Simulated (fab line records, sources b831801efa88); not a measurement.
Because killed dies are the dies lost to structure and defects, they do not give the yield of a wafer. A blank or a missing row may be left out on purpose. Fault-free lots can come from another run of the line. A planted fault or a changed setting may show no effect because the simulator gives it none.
Struck lot and sound lot, side by side ; flow sky130 ; 16 steps out of a route of 708
Sound: wafers L578.3, L578.4, L578.5. The struck wafers were L569.2, L569.3, L569.5. Last of all comes the cause.
Each step with rows lists, per side, the tool, then ch with its chambers, then its first start. Under that, the readings that differ: sound wafers ; struck wafers ; difference of the means ; sigmas: that difference in standard deviations of wafers without a fault.
alike: a reading whose means differ by less than 2 such deviations, as well as words and numbers matching on both sides. not compared: withheld readings; readings where some wafer has no value; bounds like >300 that might hide an equal value; numbers whose values overlap and for which the record gives no deviation.
The two part at a step that has a row with sigmas, a row that says differs or no value, or rows on one side only. Numbers that don't overlap but have no deviation are shown without sigmas and don't part them. A reading missing from all wafers of one side parts the sides only when that side holds two or more wafers.

SKY_VT_ADJUST_HVTP_OVL_MEAS_08:
  sound: overlay-01 at day 10 14:49; struck: overlay-02 at day 8 09:25
  alike: VT_ADJUST_HVTP_OVL
next, for these wafers, 1 step has no rows: SKY_VT_ADJUST_HVTP_IMPLANT_09.
SKY_VT_ADJUST_HVTP_STRIP_10: strips in O2/N2.
  sound on plasma-asher-01 ch 0,1, day 10 15:02; struck on plasma-asher-01 ch 0, day 8 09:36
  alike: drypump-motor-current-A, oes-product-au, strip-time-to-endpoint-s
  not compared: rf-hours-counter-h
SKY_VT_ADJUST_HVTP_TW_MEAS_11:
  sound: film-metro-03 at day 10 15:07; struck: film-metro-03 at day 8 09:43
  alike: VT_ADJUST_HVTP_TW
then, 7 steps without rows for these wafers: SKY_VT_ADJUST_LVTN_DEHYDRATE_00 (time 60 s); SKY_VT_ADJUST_LVTN_HMDS_01 (prime time 60 s); SKY_VT_ADJUST_LVTN_COAT_02 (resist thk 3000 nm); SKY_VT_ADJUST_LVTN_SOFTBAKE_03; SKY_VT_ADJUST_LVTN_EXPOSE_04 (exposes mask NWM COMPLEMENT LESS NATIVE, target cd 840 nm); SKY_VT_ADJUST_LVTN_PEB_05; SKY_VT_ADJUST_LVTN_DEVELOP_06 (develop time 60 s).
SKY_VT_ADJUST_LVTN_OVL_MEAS_07:
  sound: overlay-02 at day 11 14:33; struck: overlay-01 at day 9 07:27
reading;sound;struck;difference;sigmas
VT_ADJUST_LVTN_OVL (nm);-1.9 1.1 -0.5;4.2 2.6 2.6;+3.6;+3
SKY_VT_ADJUST_LVTN_IMPLANT_08:
  sound on implanter-03 ch 0, day 11 14:38; struck on implanter-04 ch 0, day 9 07:30
reading;sound;struck;difference;sigmas
dose-ions-cm2;1.569e+12 1.5663e+12 1.5662e+12;1.562e+11 1.57e+11 1.552e+11;-1.411e+12;-99 or more
faraday-current-uA;9.04 8.81 8.90;0.92 0.88 0.90;-8.02;-45
SKY_VT_ADJUST_LVTN_STRIP_09: strips in O2/N2.
  sound on plasma-asher-04 ch 0,1, day 11 14:46; struck on plasma-asher-04 ch 0,1, day 9 07:38
  alike: drypump-motor-current-A, oes-product-au, strip-time-to-endpoint-s
  not compared: rf-hours-counter-h
SKY_VT_ADJUST_LVTN_TW_MEAS_10:
  sound: film-metro-03 at day 11 14:51; struck: film-metro-01 at day 9 08:01
reading;sound;struck;difference;sigmas
VT_ADJUST_LVTN_TW;241.7 242.6 243.0;126.2 126.9 126.0;-116.1;-97
  not compared: hold
SKY_PAD_OPEN_PROBE_99:
  the record holds rows for the sound wafers here (prober-02, day 49 20:17) but none for the struck ones

## WHERE THEY PART
At SKY_VT_ADJUST_LVTN_OVL_MEAS_07 first; at SKY_PAD_OPEN_PROBE_99 last (within this record only).

WHY: what had been put in by the simulator
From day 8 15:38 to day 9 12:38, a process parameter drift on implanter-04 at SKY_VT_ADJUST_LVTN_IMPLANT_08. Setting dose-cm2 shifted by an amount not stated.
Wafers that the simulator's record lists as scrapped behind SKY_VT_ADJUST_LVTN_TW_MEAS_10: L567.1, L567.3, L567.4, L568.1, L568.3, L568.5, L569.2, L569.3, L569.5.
